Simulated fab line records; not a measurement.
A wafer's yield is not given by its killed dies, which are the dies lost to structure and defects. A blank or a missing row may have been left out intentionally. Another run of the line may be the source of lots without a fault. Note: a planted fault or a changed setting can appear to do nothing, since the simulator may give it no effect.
Struck lot and sound lot, side by side :: flow sky130 :: 15 out of 708 route steps
Sound: these wafers, L684.1, L684.2, L684.4. Wafers L692.1, L692.2, L692.4 were the ones struck. The cause is named last.
At each step with rows: each side's tool, then ch and its chambers, then its first start. Under that, the readings that differ: sound wafers :: struck wafers :: difference of the means :: sigmas: that difference in standard deviations of wafers without a fault.
alike: a reading whose means differ by less than 2 such deviations, as well as words and numbers matching on both sides. not compared: withheld readings; readings where some wafer has no value; bounds like >300 that might hide an equal value; numbers whose values overlap and for which the record gives no deviation.
Wherever a step has rows on one side only, a row that says differs or no value, or a row with sigmas, the two part there. Non-overlapping numbers with no deviation appear without sigmas and do not part them. A reading that every wafer of one side lacks parts them only if that side has two wafers or more.

first, 3 steps without rows for these wafers: SKY_LDD_N_EXPOSE_04 (exposes mask NTM, target cd 840 nm); SKY_LDD_N_PEB_05; SKY_LDD_N_DEVELOP_06 (develop time 60 s).
SKY_LDD_N_OVL_MEAS_07:
  struck on overlay-02, day 22 23:26; sound on overlay-01, day 20 20:17
  alike: LDD_N_OVL
then, 8 steps without rows for these wafers: SKY_LDD_N_IMPLANT_08; SKY_LDD_N_IMPLANT_09; SKY_LDD_N_IMPLANT_10; SKY_LDD_N_IMPLANT_11; SKY_LDD_N_IMPLANT_12; SKY_LDD_N_IMPLANT_13; SKY_LDD_N_IMPLANT_14; SKY_LDD_N_IMPLANT_15.
SKY_LDD_N_STRIP_16: strips in O2/N2.
  sound on plasma_asher-01 ch 0,1, day 20 21:31; struck on plasma_asher-03 ch 0,1, day 23 00:40
reading: overash_fraction
sound: 0.5 0.5 0.5
struck: 0.7 0.7 0.7
difference: +0.2
sigmas: 
  alike: drypump_motor_current_A, o2_flow_sccm, oes_product_au, strip_time_to_endpoint_s
  not compared: rf_hours_counter_h
SKY_LDD_N_TW_MEAS_17:
  struck on film_metro-02, day 23 00:46; sound on film_metro-02, day 20 21:37
  alike: LDD_N_TW
-- record jumps: 26 days separate the struck wafers' starts on either side; left off in module LDD_N, taken up again in module PAD_OPEN, whose first shown step is the route's number 708 --
SKY_PAD_OPEN_PROBE_99:
  struck on prober-02, day 49 03:00; sound on prober-01, day 47 19:50
  alike: killed_at_M0_to_M3, killed_at_M4_up, killed_at_contacts, killed_at_front_end, killed_at_other, killed_dies, killed_open, killed_short

== WHERE THEY PART ==
Nowhere in this record.

WHY: what had been put in by the simulator
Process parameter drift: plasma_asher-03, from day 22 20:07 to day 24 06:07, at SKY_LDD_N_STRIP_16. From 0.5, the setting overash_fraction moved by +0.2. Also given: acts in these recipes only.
